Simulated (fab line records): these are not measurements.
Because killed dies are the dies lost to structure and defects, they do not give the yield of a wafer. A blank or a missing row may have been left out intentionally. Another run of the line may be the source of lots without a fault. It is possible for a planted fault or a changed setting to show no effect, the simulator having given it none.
Chamber matching	flow gf180mcu	4 sister chambers for GF_V2_CMP_26 on cmp-02
The step polishes, stops on SiO2, t overpolish 15 s, target thk 0 nm. 16 wafers are shown with their chamber, then 8 later ones without.

WAFERS PAIRED WITH THEIR CHAMBERS
wafer	chamber	motor-current-A (A)	time-to-endpoint-s (s)	head-pressure-psi (psi)
L370.3	2	9.9	88	3.497
L370.4	1	12.6	88	3.490
L370.5	2	9.8	89	3.488
L373.1	3	11.4	88	3.505
L373.3	2	10.6	90	3.505
L373.5	3	11.2	89	3.496
L374.2	1	12.5	85	3.498
L374.4	3	11.3	85	3.499
L374.5	1	12.6	86	3.483
L375.1	1	12.8	87	3.500
L375.4	3	11.2	85	3.502
L375.6	0	12.0	89	3.492
L376.3	1	12.7	88	3.494
L376.5	0	12.7	87	3.509
L376.6	3	11.7	92	3.499
L387.4	2	10.4	89	3.490

SIGNATURES, as means of the wafers listed above
reading	chamber 0	chamber 1	chamber 2	chamber 3	scatter within a chamber
motor-current-A	12.350	12.640	10.175	11.360	0.276
time-to-endpoint-s	88.00	86.80	89.00	87.80	1.95
head-pressure-psi	3.50050	3.49300	3.49500	3.50020	0.00679
Rule: distance of a wafer from a chamber = root of the sum over the readings of ((wafer's reading minus chamber's mean) / reading's scatter) squared. If the next closest chamber is less than 2 further off than the closest, the wafer can't be placed; otherwise it belongs to the closest. The scatter: take each reading less its chamber's mean, square it, sum over the shown wafers, divide by the number of wafers less the number of chambers, and take the root.

WAFERS MISSING THEIR CHAMBER
wafer	motor-current-A (A)	time-to-endpoint-s (s)	head-pressure-psi (psi)
L387.5	9.8	88	3.494
L387.6	12.1	83	3.493
L392.1	9.7	90	3.487
L392.2	12.2	90	3.494
L392.4	11.9	91	3.504
L393.1	11.5	87	3.502
L393.2	10.0	89	3.498
L393.3	12.5	88	3.505

WHICH CHAMBER EACH ONE RAN IN
wafer	from the rows above	in truth
L387.5	2	2
L387.6	can't be placed: 1 or 0 or 3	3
L392.1	2	2
L392.2	can't be placed: 0 or 1 or 3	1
L392.4	can't be placed: 0 or 3 or 1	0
L393.1	3	3
L393.2	2	2
L393.3	can't be placed: 0 or 1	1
Placed correctly: 4 of 8. These rows do not allow placing 4 (true chamber among the candidates in 4). Number placed wrongly: 0.
